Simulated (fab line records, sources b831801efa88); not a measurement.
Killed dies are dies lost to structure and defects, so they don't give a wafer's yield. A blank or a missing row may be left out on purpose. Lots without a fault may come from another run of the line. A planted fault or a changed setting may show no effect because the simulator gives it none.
fab line records | flow gf180mcu
record lots=5 wafers=15 last_day=34
route steps=602 shown POLY_GATE@171 HV_LDD@176
lots that met no fault: from a run of the same line without faults
start_h: hours from the record's first day to the start of the lot's first wafer shown | wait_h: hours since the lot's step before | " the same as in the row above | L1.1+2: a row that stands for several wafers | - no value, or no start given | * or withheld: withheld | < > ~ a bound
route shown NAME@n: a module of which the file shows steps, and the number in the route of the first | usual: mean/standard deviation of fault-free wafers | same: alike in all rows | chamber/n: place in a boat | sites: the reading at each site | _std_site: their standard deviation | _edge_site: outer sites' mean less inner sites' | radius_mm: how far each site lies from the wafer's centre | mask NAME#n: copy n | behind: the tool/chamber that last shaped the wafer | hold: why the lot was held/for how many hours/how that ended | device: the transistor (n, p or np) that didn't switch | end of line: the same wafers' tests at the end of the route | a step without rows: its recipe alone | killed: dies lost to structure and defects at the first sort, not the wafer's yield | map: a wafer's dies, x killed, . not, _ none there
set.NAME: the setting as run; set.NAME@STEP: as run at that earlier step | model.NAME: the simulator's own value behind a step, which no gauge read
lots at some steps of the route; a table a step, a row a wafer
services: from which hour (start_h, from the record's first day; less than 0 if before it) a tool's chamber was out of use, for how many hours, and why
## steps
# step GF_POLY_GATE_STRIP_14
# recipe chemistry=O2/N2 power_w=1400 pressure_mtorr=1500 platen_temp_c=250 o2_flow_sccm=3000 n2_flow_sccm=300 overash_fraction=0.5
# usual drypump_motor_current_A=5.8/0.72 heater_power_w=355/34 oes_product_au=0.505/0.0038
# columns lot.wafer tool chamber start_h wait_h drypump_motor_current_A heater_power_w oes_product_au rf_hours_counter_h
L074.2 plasma_asher-03 1 195.92 0.0 6.1 329 0.505 52
L074.3 " 0 " " 5.2 366 0.510 -
L074.4 " 1 " " 6.1 322 0.513 -
L088.1 plasma_asher-01 0 302.32 0.0 4.7 306 0.509 50
L088.4 " 0 " " 4.7 304 0.505 -
L088.6 " 1 " " 6.7 356 0.509 -
L092.2 plasma_asher-01 0 331.12 0.0 4.7 308 0.499 53
L092.3 " 1 " " 6.8 356 0.507 -
L092.5 " 0 " " 4.7 306 0.501 -
L095.1 plasma_asher-01 1 344.10 0.0 6.8 365 0.505 54
L095.3 " 0 " " 4.7 308 0.504 -
L095.4 " 1 " " 6.8 361 0.501 -
L097.1 plasma_asher-03 0 361.30 0.0 5.1 352 0.504 69
L097.2 " 1 " " 6.1 328 0.508 69
L097.6 " 1 " " 6.1 330 0.516 -
# step GF_POLY_GATE_CLEAN_15
# recipe chemistry=SC1/SC2 mix=1:4:20 temp_c=70 time_s=150 dry=n2_spin
# columns lot.wafer tool chamber start_h wait_h
L074.2+3+4 wet_bench-01 3 196.02 0.1
L088.1+4+6 wet_bench-01 3 302.42 0.1
L092.2+3+5 wet_bench-02 2 331.22 0.1
L095.1+3+4 wet_bench-03 0 344.20 0.1
L097.1+2+6 wet_bench-03 0 361.40 0.1
# step GF_POLY_GATE_OXIDATION_16
# recipe temp_c=850 ambient=O2 stabilise_s=600 purge_s=300 target_thk_a=40 ox_time_s=886.9
# usual ox_temp_c=850.0/0.38 tube_center_temp_C_max=852.3/0.39 zone_power_lower_pct=16.7/2.4
# columns lot.wafer tool chamber start_h wait_h ox_temp_c tube_center_temp_C_max zone_power_lower_pct
L074.2 furnace-02 0 197.47 1.4 849.6 851.9 13.6
L074.3 " 0 " " 850.6 852.4 13.7
L074.4 " 0 " " 850.3 852.2 13.8
L088.1 furnace-01 0 302.47 0.0 850.6 852.7 18.6
L088.4 " 0 " " 850.6 852.2 18.6
L088.6 " 0 " " 850.8 852.0 18.6
L092.2 furnace-01 0 331.59 0.3 849.7 852.6 18.5
L092.3 " 0 " " 850.4 852.1 18.3
L092.5 " 0 " " 850.1 852.1 18.4
L095.1 furnace-02 0 344.73 0.5 849.3 852.8 13.2
L095.3 " 0 " " 850.0 851.9 13.6
L095.4 " 0 " " 849.2 851.6 13.4
L097.1 furnace-02 0 361.45 0.0 850.3 852.3 13.6
L097.2 " 0 " " 850.0 852.5 13.4
L097.6 " 0 " " 849.8 851.9 13.6
# step GF_POLY_GATE_THK_MEAS_17
# recipe reads=SiO2_of_POLY_GATE_OXIDATION_16
# usual POLY_GATE_OXIDATION_THK=3.95/0.088
# columns lot.wafer tool chamber start_h wait_h POLY_GATE_OXIDATION_THK[nm]
L074.2 film_metro-02 - 198.73 0.0 3.81
L074.3 " - " " 3.90
L074.4 " - " " 3.91
L088.1 film_metro-01 - 303.72 0.0 4.03
L088.4 " - " " 3.94
L088.6 " - " " 3.99
L092.2 film_metro-02 - 332.85 0.0 4.08
L092.3 " - " " 4.02
L092.5 " - " " 4.09
L095.1 film_metro-02 - 345.98 0.0 3.83
L095.3 " - " " 3.96
L095.4 " - " " 3.84
L097.1 film_metro-02 - 362.70 0.0 3.90
L097.2 " - " " 3.78
L097.6 " - " " 3.85
# step GF_POLY_GATE_CD_MEAS_18
# usual cd_nm=279.3/2.1
# columns lot.wafer tool chamber start_h wait_h cd_nm
L074.2 cd_sem-01 - 198.81 0.1 280.4
L074.3 " - " " 278.6
L074.4 " - " " 279.7
L088.1 cd_sem-02 - 303.78 0.1 278.1
L088.4 " - " " 279.4
L088.6 " - " " 277.9
L092.2 cd_sem-02 - 332.93 0.1 275.3
L092.3 " - " " 276.6
L092.5 " - " " 275.4
L095.1 cd_sem-02 - 346.04 0.1 278.1
L095.3 " - " " 279.2
L095.4 " - " " 278.1
L097.1 cd_sem-01 - 362.76 0.1 279.2
L097.2 " - " " 281.0
L097.6 " - " " 280.3
# step GF_HV_LDD_DEHYDRATE_00
# recipe temp_c=200 time_s=60
# columns lot.wafer tool chamber start_h wait_h
L074.2+3+4 litho_track-01 0 206.68 7.8
L088.1+4+6 litho_track-01 0 314.01 10.2
L092.2+3+5 litho_track-02 0 342.92 10.0
L095.1+3+4 litho_track-02 0 356.39 10.3
L097.1+2+6 litho_track-03 0 372.59 9.8
# step GF_HV_LDD_HMDS_01
# recipe prime_time_s=60 prime_temp_c=120
# columns lot.wafer tool chamber start_h wait_h
L074.2+3+4 litho_track-01 0 206.83 0.1
L088.1+4+6 litho_track-01 0 314.16 0.1
L092.2+3+5 litho_track-02 0 343.07 0.1
L095.1+3+4 litho_track-02 0 356.54 0.1
L097.1+2+6 litho_track-03 0 372.74 0.1
# step GF_HV_LDD_COAT_02
# recipe resist=NOVOLAK spin_rpm=3000 resist_thk_nm=1000
# columns lot.wafer tool chamber start_h wait_h
L074.2+3+4 litho_track-01 0 206.98 0.1
L088.1+4+6 litho_track-01 0 314.31 0.1
L092.2+3+5 litho_track-02 0 343.22 0.1
L095.1+3+4 litho_track-02 0 356.69 0.1
L097.1+2+6 litho_track-03 0 372.89 0.1
# step GF_HV_LDD_SOFTBAKE_03
# recipe temp_c=90 time_s=60 resist=NOVOLAK
# columns lot.wafer tool chamber start_h wait_h
L074.2+3+4 litho_track-01 0 207.13 0.1
L088.1+4+6 litho_track-01 0 314.46 0.1
L092.2+3+5 litho_track-02 0 343.37 0.1
L095.1+3+4 litho_track-02 0 356.84 0.1
L097.1+2+6 litho_track-03 0 373.04 0.1
# step GF_HV_LDD_EXPOSE_04
# recipe mask_id=Nplus_LV_AREA target_cd_nm=400 na=0.6 source_shape=conventional sigma_outer=0.6 dose_mj=140
# usual stage_vel_mm_s=499.97/0.24
# columns lot.wafer tool chamber start_h wait_h mask stage_vel_mm_s
L074.2 iline_stepper-01 0 - - Nplus_LV_AREA#0 499.88
L074.3 " 0 " " Nplus_LV_AREA#0 500.16
L074.4 " 0 " " Nplus_LV_AREA#0 500.16
L088.1 iline_stepper-01 0 - - Nplus_LV_AREA#0 500.09
L088.4 " 0 " " Nplus_LV_AREA#0 499.93
L088.6 " 0 " " Nplus_LV_AREA#0 499.76
L092.2 iline_stepper-02 0 - - Nplus_LV_AREA#0 499.79
L092.3 " 0 " " Nplus_LV_AREA#0 499.90
L092.5 " 0 " " Nplus_LV_AREA#0 500.34
L095.1 iline_stepper-02 0 - - Nplus_LV_AREA#0 500.02
L095.3 " 0 " " Nplus_LV_AREA#0 500.51
L095.4 " 0 " " Nplus_LV_AREA#0 500.03
L097.1 iline_stepper-02 0 - - Nplus_LV_AREA#0 500.06
L097.2 " 0 " " Nplus_LV_AREA#0 499.75
L097.6 " 0 " " Nplus_LV_AREA#0 500.41
# step GF_HV_LDD_PEB_05
# recipe temp_c=withheld time_s=* resist=NOVOLAK
# columns lot.wafer tool chamber start_h wait_h
L074.2+3+4 litho_track-01 0 - -
L088.1+4+6 litho_track-01 0 - -
L092.2+3+5 litho_track-01 0 - -
L095.1+3+4 litho_track-02 0 - -
L097.1+2+6 litho_track-02 0 - -
# step GF_HV_LDD_DEVELOP_06
# recipe develop_time_s=60 dev_temp_c=23
# columns lot.wafer tool chamber start_h wait_h
L074.2+3+4 litho_track-01 0 215.78 0.1
L088.1+4+6 litho_track-01 0 324.61 0.1
L092.2+3+5 litho_track-01 0 353.63 0.1
L095.1+3+4 litho_track-02 0 367.99 0.1
L097.1+2+6 litho_track-02 0 383.54 0.1
# step GF_HV_LDD_CD_MEAS_07
# recipe target_cd_nm=400
# usual cd_nm=399.7/2
# columns lot.wafer tool chamber start_h wait_h cd_nm
L074.2 cd_sem-01 - 215.93 0.1 400.6
L074.3 " - " " 399.7
L074.4 " - " " 403.0
L088.1 cd_sem-02 - 324.76 0.1 397.5
L088.4 " - " " 398.9
L088.6 " - " " 397.9
L092.2 cd_sem-02 - 353.78 0.1 398.8
L092.3 " - " " 399.7
L092.5 " - " " 399.7
L095.1 cd_sem-01 - 368.14 0.1 398.5
L095.3 " - " " 399.5
L095.4 " - " " 399.3
L097.1 cd_sem-02 - 383.69 0.1 401.0
L097.2 " - " " 400.5
L097.6 " - " " 398.4
# step GF_HV_LDD_OVL_MEAS_08
# usual HV_LDD_OVL=0.0/1.3
# columns lot.wafer tool chamber start_h wait_h HV_LDD_OVL[nm]
L074.2 overlay-02 - 216.03 0.1 1.8
L074.3 " - " " 1.7
L074.4 " - " " 0.4
L088.1 overlay-02 - 324.88 0.1 0.3
L088.4 " - " " 0.4
L088.6 " - " " 1.3
L092.2 overlay-02 - 353.88 0.1 -0.5
L092.3 " - " " 1.1
L092.5 " - " " 0.6
L095.1 overlay-02 - 368.26 0.1 -2.3
L095.3 " - " " -0.3
L095.4 " - " " -1.7
L097.1 overlay-02 - 383.81 0.1 -1.1
L097.2 " - " " -2.2
L097.6 " - " " -1.9
# step GF_HV_LDD_IMPLANT_09
# recipe species=As energy_kev=40 dose_cm2=1e+14 tilt_deg=7
# usual beam_on_s=10.00/0.21
# columns lot.wafer tool chamber start_h wait_h beam_on_s
L074.2 implanter-01 0 216.09 0.0 9.90
L074.3 " 0 " " 10.11
L074.4 " 0 " " 10.20
L088.1 implanter-03 0 324.91 0.0 10.06
L088.4 " 0 " " 10.10
L088.6 " 0 " " 10.17
L092.2 implanter-01 0 353.94 0.0 10.19
L092.3 " 0 " " 9.85
L092.5 " 0 " " 10.04
L095.1 implanter-01 0 368.30 0.0 9.87
L095.3 " 0 " " 10.07
L095.4 " 0 " " 9.80
L097.1 implanter-03 0 383.85 0.0 10.02
L097.2 " 0 " " 10.33
L097.6 " 0 " " 10.10
# step GF_HV_LDD_STRIP_10
# recipe chemistry=O2/N2 power_w=1400 pressure_mtorr=1500 platen_temp_c=250 o2_flow_sccm=3000 n2_flow_sccm=300 overash_fraction=0.5
# usual drypump_motor_current_A=6.1/0.5 heater_power_w=363/42 oes_product_au=0.716/0.0047 strip_time_to_endpoint_s=12.64/0.034
# columns lot.wafer tool chamber start_h wait_h drypump_motor_current_A heater_power_w oes_product_au rf_hours_counter_h strip_time_to_endpoint_s
L074.2 plasma_asher-02 0 216.21 0.1 6.0 389 0.719 11 12.60
L074.3 " 0 " " 6.0 389 0.716 - 12.62
L074.4 " 1 " " 6.5 409 0.724 - 12.58
L088.1 plasma_asher-01 1 325.06 0.1 6.8 363 0.719 52 12.63
L088.4 " 0 " " 4.7 305 0.721 - 12.64
L088.6 " 0 " " 4.7 304 0.717 - 12.67
L092.2 plasma_asher-04 0 354.06 0.1 6.1 301 0.719 74 12.68
L092.3 " 1 " " 6.2 337 0.717 - 12.68
L092.5 " 0 " " 6.1 315 0.706 - 12.65
L095.1 plasma_asher-02 0 368.45 0.1 6.0 393 0.714 27 12.66
L095.3 " 1 " " 6.6 414 0.717 - 12.67
L095.4 " 0 " " 6.0 394 0.715 - 12.69
L097.1 plasma_asher-04 0 384.00 0.1 6.1 308 0.720 77 12.61
L097.2 " 1 " " 6.2 320 0.705 77 12.60
L097.6 " 0 " " 6.1 299 0.719 - 12.62
# step GF_HV_LDD_TW_MEAS_11
# usual HV_LDD_TW=2395/25
# columns lot.wafer tool chamber start_h wait_h HV_LDD_TW
L074.2 film_metro-03 - 216.32 0.1 2419
L074.3 " - " " 2430
L074.4 " - " " 2433
L088.1 film_metro-04 - 325.16 0.1 2371
L088.4 " - " " 2372
L088.6 " - " " 2356
L092.2 film_metro-03 - 354.17 0.1 2427
L092.3 " - " " 2433
L092.5 " - " " 2424
L095.1 film_metro-03 - 368.55 0.1 2437
L095.3 " - " " 2425
L095.4 " - " " 2414
L097.1 film_metro-04 - 384.10 0.1 2366
L097.2 " - " " 2369
L097.6 " - " " 2362
# step GF_HV_LDD_DEHYDRATE_12
# recipe temp_c=200 time_s=60
# columns lot.wafer tool chamber start_h wait_h
L074.2+3+4 litho_track-03 0 224.42 8.1
L088.1+4+6 litho_track-02 0 335.74 10.6
L092.2+3+5 litho_track-02 0 364.72 10.5
L095.1+3+4 litho_track-01 0 379.26 10.7
L097.1+2+6 litho_track-02 0 394.79 10.7
# step GF_HV_LDD_HMDS_13
# recipe prime_time_s=60 prime_temp_c=120
# columns lot.wafer tool chamber start_h wait_h
L074.2+3+4 litho_track-03 0 224.57 0.1
L088.1+4+6 litho_track-02 0 335.89 0.1
L092.2+3+5 litho_track-02 0 364.87 0.1
L095.1+3+4 litho_track-01 0 379.41 0.1
L097.1+2+6 litho_track-02 0 394.94 0.1
# step GF_HV_LDD_COAT_14
# recipe resist=NOVOLAK spin_rpm=3000 resist_thk_nm=1000
# columns lot.wafer tool chamber start_h wait_h
L074.2+3+4 litho_track-03 0 224.72 0.1
L088.1+4+6 litho_track-02 0 336.04 0.1
L092.2+3+5 litho_track-02 0 365.02 0.1
L095.1+3+4 litho_track-01 0 379.56 0.1
L097.1+2+6 litho_track-02 0 395.09 0.1
# step GF_HV_LDD_SOFTBAKE_15
# recipe temp_c=90 time_s=60 resist=NOVOLAK
# columns lot.wafer tool chamber start_h wait_h
L074.2+3+4 litho_track-03 0 224.87 0.1
L088.1+4+6 litho_track-02 0 336.19 0.1
L092.2+3+5 litho_track-02 0 365.17 0.1
L095.1+3+4 litho_track-01 0 379.71 0.1
L097.1+2+6 litho_track-02 0 395.24 0.1
# step GF_HV_LDD_EXPOSE_16
# recipe mask_id=Pplus_LV_AREA target_cd_nm=400 na=0.6 source_shape=conventional sigma_outer=0.6 dose_mj=140
# usual stage_vel_mm_s=500.08/0.27
# columns lot.wafer tool chamber start_h wait_h mask stage_vel_mm_s
L074.2 iline_stepper-02 0 - - Pplus_LV_AREA#0 500.44
L074.3 " 0 " " Pplus_LV_AREA#0 500.18
L074.4 " 0 " " Pplus_LV_AREA#0 500.42
L088.1 iline_stepper-02 0 - - Pplus_LV_AREA#0 500.02
L088.4 " 0 " " Pplus_LV_AREA#0 499.91
L088.6 " 0 " " Pplus_LV_AREA#0 500.28
L092.2 iline_stepper-02 0 - - Pplus_LV_AREA#0 500.18
L092.3 " 0 " " Pplus_LV_AREA#0 500.56
L092.5 " 0 " " Pplus_LV_AREA#0 500.11
L095.1 iline_stepper-02 0 - - Pplus_LV_AREA#0 499.73
L095.3 " 0 " " Pplus_LV_AREA#0 500.50
L095.4 " 0 " " Pplus_LV_AREA#0 500.23
L097.1 iline_stepper-01 0 - - Pplus_LV_AREA#0 500.25
L097.2 " 0 " " Pplus_LV_AREA#0 500.55
L097.6 " 0 " " Pplus_LV_AREA#0 500.43
# step GF_HV_LDD_PEB_17
# recipe temp_c=withheld time_s=* resist=NOVOLAK
# columns lot.wafer tool chamber start_h wait_h
L074.2+3+4 litho_track-02 0 - -
L088.1+4+6 litho_track-03 0 - -
L092.2+3+5 litho_track-01 0 - -
L095.1+3+4 litho_track-01 0 - -
L097.1+2+6 litho_track-01 0 - -
# step GF_HV_LDD_DEVELOP_18
# recipe develop_time_s=60 dev_temp_c=23
# columns lot.wafer tool chamber start_h wait_h
L074.2+3+4 litho_track-02 0 234.07 0.1
L088.1+4+6 litho_track-03 0 346.29 0.1
L092.2+3+5 litho_track-01 0 376.48 0.1
L095.1+3+4 litho_track-01 0 391.11 0.1
L097.1+2+6 litho_track-01 0 406.91 0.1
# step GF_HV_LDD_CD_MEAS_19
# recipe target_cd_nm=400
# usual cd_nm=399.7/2.6
# columns lot.wafer tool chamber start_h wait_h cd_nm
L074.2 cd_sem-02 - 234.21 0.1 400.9
L074.3 " - " " 403.3
L074.4 " - " " 402.0
L088.1 cd_sem-01 - 346.44 0.1 397.9
L088.4 " - " " 401.1
L088.6 " - " " 401.0
L092.2 cd_sem-01 - 376.63 0.1 397.0
L092.3 " - " " 395.6
L092.5 " - " " 398.8
L095.1 cd_sem-01 - 391.26 0.1 401.5
L095.3 " - " " 398.8
L095.4 " - " " 400.6
L097.1 cd_sem-01 - 407.06 0.1 396.0
L097.2 " - " " 396.2
L097.6 " - " " 395.2
# step GF_HV_LDD_OVL_MEAS_20
# usual HV_LDD_01_OVL=-0.6/1.3
# columns lot.wafer tool chamber start_h wait_h HV_LDD_01_OVL[nm]
L074.2 overlay-01 - 234.32 0.1 -2.3
L074.3 " - " " -1.1
L074.4 " - " " -0.1
L088.1 overlay-02 - 346.56 0.1 -0.8
L088.4 " - " " -2.0
L088.6 " - " " 0.1
L092.2 overlay-02 - 376.73 0.1 -2.0
L092.3 " - " " -2.4
L092.5 " - " " -1.6
L095.1 overlay-01 - 391.38 0.1 0.7
L095.3 " - " " -1.1
L095.4 " - " " -0.4
L097.1 overlay-02 - 407.18 0.1 1.3
L097.2 " - " " 0.7
L097.6 " - " " -0.9
# step GF_HV_LDD_IMPLANT_21
# recipe species=BF2 energy_kev=25 dose_cm2=5e+13 tilt_deg=7
# usual beam_on_s=10.01/0.21
# columns lot.wafer tool chamber start_h wait_h beam_on_s
L074.2 implanter-01 0 234.37 0.0 9.73
L074.3 " 0 " " 9.96
L074.4 " 0 " " 9.92
L088.1 implanter-04 0 346.59 0.0 10.12
L088.4 " 0 " " 9.94
L088.6 " 0 " " 9.95
L092.2 implanter-04 0 376.79 0.0 10.51
L092.3 " 0 " " 10.07
L092.5 " 0 " " 10.28
L095.1 implanter-01 0 391.41 0.0 9.62
L095.3 " 0 " " 9.62
L095.4 " 0 " " 9.72
L097.1 implanter-01 0 407.21 0.0 10.21
L097.2 " 0 " " 9.77
L097.6 " 0 " " 9.87
# step GF_HV_LDD_STRIP_22
# recipe chemistry=O2/N2 power_w=1400 pressure_mtorr=1500 platen_temp_c=250 o2_flow_sccm=3000 n2_flow_sccm=300 overash_fraction=0.5
# usual drypump_motor_current_A=6.0/0.74 heater_power_w=348/39 oes_product_au=0.715/0.004 strip_time_to_endpoint_s=12.63/0.04
# columns lot.wafer tool chamber start_h wait_h drypump_motor_current_A heater_power_w oes_product_au rf_hours_counter_h strip_time_to_endpoint_s
L074.2 plasma_asher-01 0 234.50 0.1 4.7 308 0.717 43 12.53
L074.3 " 0 " " 4.7 308 0.711 - 12.61
L074.4 " 1 " " 6.8 363 0.725 - 12.56
L088.1 plasma_asher-01 0 346.74 0.1 4.7 301 0.706 54 12.62
L088.4 " 0 " " 4.7 304 0.723 - 12.60
L088.6 " 0 " " 4.7 308 0.713 - 12.62
L092.2 plasma_asher-02 1 376.91 0.1 6.6 409 0.714 28 12.60
L092.3 " 1 " " 6.6 408 0.710 - 12.58
L092.5 " 1 " " 6.6 406 0.712 - 12.58
L095.1 plasma_asher-04 1 391.56 0.1 6.2 328 0.716 78 12.67
L095.3 " 1 " " 6.2 323 0.712 - 12.67
L095.4 " 0 " " 6.1 301 0.710 - 12.62
L097.1 plasma_asher-01 1 407.36 0.1 6.8 365 0.711 59 12.60
L097.2 " 0 " " 4.7 310 0.714 59 12.60
L097.6 " 0 " " 4.7 306 0.717 - 12.58
# step GF_HV_LDD_TW_MEAS_23
# usual HV_LDD_2_TW=1048/10
# columns lot.wafer tool chamber start_h wait_h HV_LDD_2_TW
L074.2 film_metro-01 - 234.61 0.1 1067
L074.3 " - " " 1060
L074.4 " - " " 1059
L088.1 film_metro-03 - 346.84 0.1 1060
L088.4 " - " " 1065
L088.6 " - " " 1061
L092.2 film_metro-04 - 377.02 0.1 1047
L092.3 " - " " 1041
L092.5 " - " " 1044
L095.1 film_metro-01 - 391.66 0.1 1047
L095.3 " - " " 1043
L095.4 " - " " 1045
L097.1 film_metro-03 - 407.46 0.1 1048
L097.2 " - " " 1053
L097.6 " - " " 1055
# step GF_HV_LDD_DEHYDRATE_24
# recipe temp_c=200 time_s=60
# columns lot.wafer tool chamber start_h wait_h
L074.2+3+4 litho_track-03 0 242.82 8.2
L088.1+4+6 litho_track-01 0 357.26 10.4
L092.2+3+5 litho_track-01 0 387.43 10.4
L095.1+3+4 litho_track-03 0 402.69 11.0
L097.1+2+6 litho_track-03 0 418.24 10.8
# step GF_HV_LDD_HMDS_25
# recipe prime_time_s=60 prime_temp_c=120
# columns lot.wafer tool chamber start_h wait_h
L074.2+3+4 litho_track-03 0 242.97 0.1
L088.1+4+6 litho_track-01 0 357.41 0.1
L092.2+3+5 litho_track-01 0 387.58 0.1
L095.1+3+4 litho_track-03 0 402.84 0.1
L097.1+2+6 litho_track-03 0 418.39 0.1
# step GF_HV_LDD_COAT_26
# recipe resist=NOVOLAK spin_rpm=3000 resist_thk_nm=1000
# columns lot.wafer tool chamber start_h wait_h
L074.2+3+4 litho_track-03 0 243.12 0.1
L088.1+4+6 litho_track-01 0 357.56 0.1
L092.2+3+5 litho_track-01 0 387.73 0.1
L095.1+3+4 litho_track-03 0 402.99 0.1
L097.1+2+6 litho_track-03 0 418.54 0.1
# step GF_HV_LDD_SOFTBAKE_27
# recipe temp_c=90 time_s=60 resist=NOVOLAK
# columns lot.wafer tool chamber start_h wait_h
L074.2+3+4 litho_track-03 0 243.27 0.1
L088.1+4+6 litho_track-01 0 357.71 0.1
L092.2+3+5 litho_track-01 0 387.88 0.1
L095.1+3+4 litho_track-03 0 403.14 0.1
L097.1+2+6 litho_track-03 0 418.69 0.1
# step GF_HV_LDD_EXPOSE_28
# recipe mask_id=Nplus_HV_AREA target_cd_nm=400 na=0.6 source_shape=conventional sigma_outer=0.6 dose_mj=140
# usual stage_vel_mm_s=500.05/0.26
# columns lot.wafer tool chamber start_h wait_h mask stage_vel_mm_s
L074.2 iline_stepper-02 0 - - Nplus_HV_AREA#0 499.79
L074.3 " 0 " " Nplus_HV_AREA#0 499.96
L074.4 " 0 " " Nplus_HV_AREA#0 499.57
L088.1 iline_stepper-01 0 - - Nplus_HV_AREA#0 500.33
L088.4 " 0 " " Nplus_HV_AREA#0 499.99
L088.6 " 0 " " Nplus_HV_AREA#0 499.77
L092.2 iline_stepper-01 0 - - Nplus_HV_AREA#0 500.19
L092.3 " 0 " " Nplus_HV_AREA#0 500.47
L092.5 " 0 " " Nplus_HV_AREA#0 500.32
L095.1 iline_stepper-01 0 - - Nplus_HV_AREA#0 500.09
L095.3 " 0 " " Nplus_HV_AREA#0 499.91
L095.4 " 0 " " Nplus_HV_AREA#0 499.95
L097.1 iline_stepper-02 0 - - Nplus_HV_AREA#0 499.80
L097.2 " 0 " " Nplus_HV_AREA#0 500.24
L097.6 " 0 " " Nplus_HV_AREA#0 500.13
# step GF_HV_LDD_PEB_29
# recipe temp_c=withheld time_s=* resist=NOVOLAK
# columns lot.wafer tool chamber start_h wait_h
L074.2+3+4 litho_track-03 0 - -
L088.1+4+6 litho_track-03 0 - -
L092.2+3+5 litho_track-02 0 - -
L095.1+3+4 litho_track-01 0 - -
L097.1+2+6 litho_track-03 0 - -
# step GF_HV_LDD_DEVELOP_30
# recipe develop_time_s=60 dev_temp_c=23
# columns lot.wafer tool chamber start_h wait_h
L074.2+3+4 litho_track-03 0 252.67 0.1
L088.1+4+6 litho_track-03 0 368.89 0.1
L092.2+3+5 litho_track-02 0 399.41 0.1
L095.1+3+4 litho_track-01 0 414.85 0.1
L097.1+2+6 litho_track-03 0 430.89 0.1
# step GF_HV_LDD_CD_MEAS_31
# recipe target_cd_nm=400
# usual cd_nm=400.2/2
# columns lot.wafer tool chamber start_h wait_h cd_nm
L074.2 cd_sem-02 - 252.81 0.1 398.9
L074.3 " - " " 400.2
L074.4 " - " " 399.3
L088.1 cd_sem-01 - 369.04 0.1 399.1
L088.4 " - " " 398.4
L088.6 " - " " 399.4
L092.2 cd_sem-01 - 399.64 0.2 400.5
L092.3 " - " " 401.3
L092.5 " - " " 400.9
L095.1 cd_sem-02 - 415.00 0.1 400.0
L095.3 " - " " 398.5
L095.4 " - " " 400.7
L097.1 cd_sem-02 - 431.04 0.1 400.5
L097.2 " - " " 402.6
L097.6 " - " " 399.7
# step GF_HV_LDD_OVL_MEAS_32
# usual HV_LDD_02_OVL=-0.8/1.5
# columns lot.wafer tool chamber start_h wait_h HV_LDD_02_OVL[nm]
L074.2 overlay-01 - 252.92 0.1 -3.3
L074.3 " - " " -1.9
L074.4 " - " " -3.0
L088.1 overlay-02 - 369.16 0.1 -0.2
L088.4 " - " " 0.9
L088.6 " - " " 1.3
L092.2 overlay-02 - 399.75 0.1 0.3
L092.3 " - " " 2.0
L092.5 " - " " 0.7
L095.1 overlay-01 - 415.12 0.1 -3.3
L095.3 " - " " -1.9
L095.4 " - " " -2.7
L097.1 overlay-01 - 431.16 0.1 -1.7
L097.2 " - " " -2.8
L097.6 " - " " -2.8
# step GF_HV_LDD_IMPLANT_33
# recipe species=P energy_kev=60.97 dose_cm2=7.5e+12 tilt_deg=30 rotation_deg=0
# usual beam_on_s=10.01/0.17
# columns lot.wafer tool chamber start_h wait_h beam_on_s
L074.2 implanter-03 0 252.97 0.0 9.71
L074.3 " 0 " " 9.74
L074.4 " 0 " " 9.81
L088.1 implanter-01 0 369.19 0.0 10.19
L088.4 " 0 " " 9.85
L088.6 " 0 " " 10.10
L092.2 implanter-03 0 399.81 0.0 9.78
L092.3 " 0 " " 9.92
L092.5 " 0 " " 10.18
L095.1 implanter-03 0 415.16 0.0 10.23
L095.3 " 0 " " 10.10
L095.4 " 0 " " 9.88
L097.1 implanter-04 0 431.19 0.0 9.89
L097.2 " 0 " " 9.98
L097.6 " 0 " " 10.10
# step GF_HV_LDD_IMPLANT_34
# recipe species=P energy_kev=60 dose_cm2=7.5e+12 tilt_deg=30 rotation_deg=90
# usual beam_on_s=10.00/0.2
# columns lot.wafer tool chamber start_h wait_h beam_on_s
L074.2 implanter-03 0 253.12 0.1 10.13
L074.3 " 0 " " 10.10
L074.4 " 0 " " 9.96
L088.1 implanter-01 0 369.34 0.1 9.78
L088.4 " 0 " " 10.28
L088.6 " 0 " " 9.93
L092.2 implanter-03 0 399.96 0.1 10.05
L092.3 " 0 " " 10.12
L092.5 " 0 " " 10.38
L095.1 implanter-03 0 415.31 0.1 9.60
L095.3 " 0 " " 9.87
L095.4 " 0 " " 9.88
L097.1 implanter-04 0 431.34 0.1 9.86
L097.2 " 0 " " 10.31
L097.6 " 0 " " 10.15
# step GF_HV_LDD_IMPLANT_35
# recipe species=P energy_kev=60 dose_cm2=7.5e+12 tilt_deg=30 rotation_deg=180
# usual beam_on_s=10.02/0.2
# columns lot.wafer tool chamber start_h wait_h beam_on_s
L074.2 implanter-03 0 253.27 0.1 9.57
L074.3 " 0 " " 10.02
L074.4 " 0 " " 10.10
L088.1 implanter-01 0 369.49 0.1 10.20
L088.4 " 0 " " 10.40
L088.6 " 0 " " 10.03
L092.2 implanter-03 0 400.11 0.1 10.07
L092.3 " 0 " " 9.55
L092.5 " 0 " " 10.16
L095.1 implanter-03 0 415.46 0.1 9.84
L095.3 " 0 " " 9.92
L095.4 " 0 " " 10.00
L097.1 implanter-04 0 431.49 0.1 9.84
L097.2 " 0 " " 9.90
L097.6 " 0 " " 10.43
# step GF_HV_LDD_IMPLANT_36
# recipe species=P energy_kev=60 dose_cm2=7.5e+12 tilt_deg=30 rotation_deg=270
# usual beam_on_s=10.01/0.2
# columns lot.wafer tool chamber start_h wait_h beam_on_s
L074.2 implanter-03 0 253.42 0.1 9.86
L074.3 " 0 " " 9.94
L074.4 " 0 " " 10.01
L088.1 implanter-01 0 369.64 0.1 10.15
L088.4 " 0 " " 9.96
L088.6 " 0 " " 10.39
L092.2 implanter-03 0 400.26 0.1 9.74
L092.3 " 0 " " 10.31
L092.5 " 0 " " 10.14
L095.1 implanter-03 0 415.61 0.1 10.45
L095.3 " 0 " " 9.79
L095.4 " 0 " " 9.84
L097.1 implanter-04 0 431.64 0.1 9.84
L097.2 " 0 " " 10.16
L097.6 " 0 " " 10.32
## services
# columns tool chamber start_h hours kind
iline_stepper-01 - 174.87 1.7 pm
implanter-03 - 179.03 6.7 repair
implanter-01 - 190.12 5.1 repair
plasma_asher-01 - 198.86 2.0 repair
iline_stepper-02 - 201.94 10.5 repair
iline_stepper-01 - 203.73 2.3 repair
implanter-04 - 211.34 1.9 repair
implanter-03 - 225.46 3.5 repair
implanter-03 - 229.64 4.1 repair
implanter-01 - 240.16 0.6 repair
implanter-01 - 244.79 6.5 repair
iline_stepper-02 - 266.53 3.4 repair
implanter-03 - 280.01 1.6 repair
implanter-01 - 281.43 2.4 repair
implanter-03 - 284.68 1.1 repair
iline_stepper-02 - 290.51 26.9 repair
iline_stepper-02 - 317.36 1.7 pm
implanter-03 - 320.37 2.5 repair
iline_stepper-01 - 321.26 3.2 repair
plasma_asher-01 - 352.99 16.8 pm
implanter-01 - 361.08 2.7 pm
implanter-03 - 362.48 0.6 repair
implanter-01 - 417.46 1.9 repair
plasma_asher-01 - 426.21 0.7 repair
## key
fault none
